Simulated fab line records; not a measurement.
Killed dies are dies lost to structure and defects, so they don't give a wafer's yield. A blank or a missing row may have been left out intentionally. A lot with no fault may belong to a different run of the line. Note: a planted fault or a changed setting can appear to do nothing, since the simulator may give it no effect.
A struck lot beside a sound one | flow gf180mcu | 14 steps out of a route of 602
Sound: wafers L210.1, L210.4, L210.6. Wafers struck: L221.3, L221.4, L221.5. The cause is given at the end.
Per side, at each step with rows, come the tool, then ch with its chambers, and then its first start. Under that, the readings that differ: sound wafers | struck wafers | difference of the means | sigmas: that difference in standard deviations of wafers without a fault.
alike: same words and numbers on both sides, and readings whose means sit less than 2 such deviations apart. not compared: any withheld reading, any reading some wafer has no value for, any bound like >300 that may hide the same value, and any number with overlapping values for which the record gives no deviation.
The two part at a step that has a row with sigmas, a row that says differs or no value, or rows on one side only. Numbers that don't overlap but have no deviation are shown without sigmas and don't part them. Lack of a reading on every wafer of one side parts them only where that side has two or more wafers.

GF_M2_SPUTTER_00: material Ti, target thk 37.5 nm, time 150 s.
  sound on pvdSputter-01 at day 19 10:24; struck on pvdSputter-01 at day 23 13:56
  alike: throttleValvePct
GF_M2_SPUTTER_01: material TiN, target thk 30 nm, time 25 s.
  sound on pvdSputter-01 at day 19 10:30; struck on pvdSputter-01 at day 23 14:02
  alike: throttleValvePct
GF_M2_SPUTTER_02: material AlCu, target thk 450 nm, time 23.9 s.
  sound on pvdSputter-01 at day 19 10:32; struck on pvdSputter-01 at day 23 14:04
  alike: throttleValvePct
GF_M2_SPUTTER_03: material Ti, target thk 10 nm, time 6.7 s.
  sound on pvdSputter-01 at day 19 10:34; struck on pvdSputter-01 at day 23 14:06
  alike: throttleValvePct
GF_M2_SPUTTER_04: material TiN, target thk 50 nm, time 41.7 s.
  sound on pvdSputter-01 at day 19 10:35; struck on pvdSputter-01 at day 23 14:07
  alike: throttleValvePct
GF_M2_RS_MEAS_05: uses a four-point probe to measure.
  sound on filmMetro-04 at day 19 10:37; struck on filmMetro-04 at day 23 14:12
  alike: M2_ALCU_RS
GF_M2_THK_MEAS_06: measures by xrf.
  sound on filmMetro-04 at day 19 10:44; struck on filmMetro-04 at day 23 14:18
  alike: M2_ALCU_THK
then, 5 steps without rows for these wafers: GF_M2_DEHYDRATE_07 (time 60 s); GF_M2_HMDS_08 (prime time 60 s); GF_M2_COAT_09 (resist thk 1000 nm); GF_M2_SOFTBAKE_10 (time 60 s); GF_M2_EXPOSE_11 (exposes mask Metal2, target cd 280 nm).
GF_M2_PEB_12: peb time 90 s.
  struck on lithoTrack-02, day 24 11:55; sound on lithoTrack-02 ch 0, day 20 10:41
  no value came back on the struck wafers for chillPlateTempC (C), exhaustPa (Pa); on the sound wafers chillPlateTempC (C) reads 22.96 23.01 22.97
then, 1 step without rows for these wafers: GF_M2_DEVELOP_13 (develop time 60 s).

== WHERE THEY PART ==
GF_M2_PEB_12 only, going by this record.

WHY: what had been put in by the simulator
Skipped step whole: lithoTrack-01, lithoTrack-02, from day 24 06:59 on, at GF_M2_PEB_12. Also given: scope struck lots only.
